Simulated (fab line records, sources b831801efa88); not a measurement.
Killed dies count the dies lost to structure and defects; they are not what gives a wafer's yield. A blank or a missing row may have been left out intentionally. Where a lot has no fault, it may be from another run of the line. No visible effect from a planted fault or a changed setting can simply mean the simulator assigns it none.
A struck lot beside a sound one + flow sfq-line + 16 steps out of a route of 325
Sound: these wafers, L721.1, L721.5, L721.6. Wafers struck: L718.2, L718.4, L718.5. The cause is named last.
Per side, at each step with rows, come the tool, then ch with its chambers, and then its first start. Under that, the readings that differ: sound wafers + struck wafers + difference of the means + sigmas: that difference in standard deviations of wafers without a fault.
alike: readings whose means differ by less than 2 such deviations, and words and numbers that are the same on both sides. not compared: withheld readings, readings that some wafer has no value for, bounds like >300 that may hide the same value, and numbers for which the record gives no deviation and whose values overlap.
Wherever a step has rows on one side only, a row that says differs or no value, or a row with sigmas, the two part there. Numbers that have no deviation but don't overlap get no sigmas and don't part them. A reading that every wafer of one side lacks parts them only if that side has two wafers or more.

SFQ_I6_OVL_MEAS_942:
  sound: overlay-01 at day 65 11:38; struck: overlay-01 at day 64 03:31
  alike: I6_OVL
SFQ_TRILAYER_I6_VIA_BARC_OPEN_VIA_ETCH_235: etches BARC in O2, target depth 125 nm, time 41.7 s.
  sound on rie-diel-04 ch 0,1, day 65 11:40; struck on rie-diel-02 ch 0,3, day 64 03:33
  alike: drypump-motor-current-A, oes-product-au
  not compared: rf-hours-counter-h
SFQ_TRILAYER_I6_VIA_ETCH_VIA_ETCH_172: etches SiO2 in CHF3, stops on Nb, target depth 260 nm.
  sound on rie-diel-04 ch 0,1, day 65 11:43; struck on rie-diel-02 ch 0,3, day 64 03:35
  alike: drypump-motor-current-A, oes-product-au
SFQ_TRILAYER_I6_VIA_STRIP_STRIP_173: strips in O2.
  sound on rie-metal-04 ch 0,1, day 65 11:50; struck on rie-metal-04 ch 0, day 64 03:42
  alike: drypump-motor-current-A, oes-product-au, platen-temp-c
  not compared: rf-hours-counter-h
then, 2 steps without rows for these wafers: SFQ_TRILAYER_I6_VIA_STRIP_SOLV_CLEAN_174 (cleans in NMP, time 600 s); SFQ_TRILAYER_M7_DEP_PRE_CLEAN_176 (time 22.5 s).
SFQ_TRILAYER_M7_DEP_SPUTTER_175: material Nb, target thk 200 nm, time 133.3 s.
  sound: pvd-sputter-06 at day 65 12:38; struck: pvd-sputter-04 at day 64 04:31
  alike: base-pressure-pa, cathode-dc-power-W, throttle-valve-pct
SFQ_M7_RS_MEAS_943: measurement is done with a four-point probe.
  sound: film-metro-02 at day 65 12:43; struck: film-metro-01 at day 64 04:37
  alike: M7_NB_RS
then, 3 steps without rows for these wafers: SFQ_TRILAYER_M7_LITHO_COAT_182 (resist thk 62 nm); SFQ_TRILAYER_M7_LITHO_COAT_177 (resist thk 600 nm); SFQ_TRILAYER_M7_LITHO_SOFTBAKE_181.
SFQ_TRILAYER_M7_LITHO_EXPOSE_178: exposes mask M7, target cd 500 nm.
  sound on krf-scanner-01 ch 0, day 65 13:47; struck on krf-scanner-02 ch 0, day 64 11:32
| reading                    | sound             | struck            | difference | sigmas |
|----------------------------|-------------------|-------------------|------------|--------|
| model.M7.overlay-x-nm (nm) | 7.085 7.085 7.085 | 51.21 51.21 51.21 | +44.12     |        |
  alike: mask
then, 2 steps without rows for these wafers: SFQ_TRILAYER_M7_LITHO_PEB_180 (peb time 60 s); SFQ_TRILAYER_M7_LITHO_DEVELOP_179 (time 60 s).
SFQ_M7_OVL_MEAS_945:
  sound: overlay-01 at day 65 15:17; struck: overlay-02 at day 64 12:50
| reading     | sound | struck   | difference | sigmas |
|-------------|-------|----------|------------|--------|
| M7_OVL (nm) | 3 6 6 | 50 46 59 | +47        | +9     |
SFQ_TRILAYER_M7_BARC_OPEN_METAL_ETCH_229: etches BARC in O2, target depth 125 nm, time 41.7 s.
  sound on rie-metal-02 ch 0,1, day 65 15:19; struck on rie-metal-02 ch 0,1, day 64 12:52
  alike: drypump-motor-current-A, oes-product-au
  not compared: rf-hours-counter-h

WHERE THEY PART
Only at SFQ_M7_OVL_MEAS_945, within this record. Later steps at which nothing parts them and some readings are alike: SFQ_TRILAYER_M7_BARC_OPEN_METAL_ETCH_229.

WHY: whatever the simulator had introduced
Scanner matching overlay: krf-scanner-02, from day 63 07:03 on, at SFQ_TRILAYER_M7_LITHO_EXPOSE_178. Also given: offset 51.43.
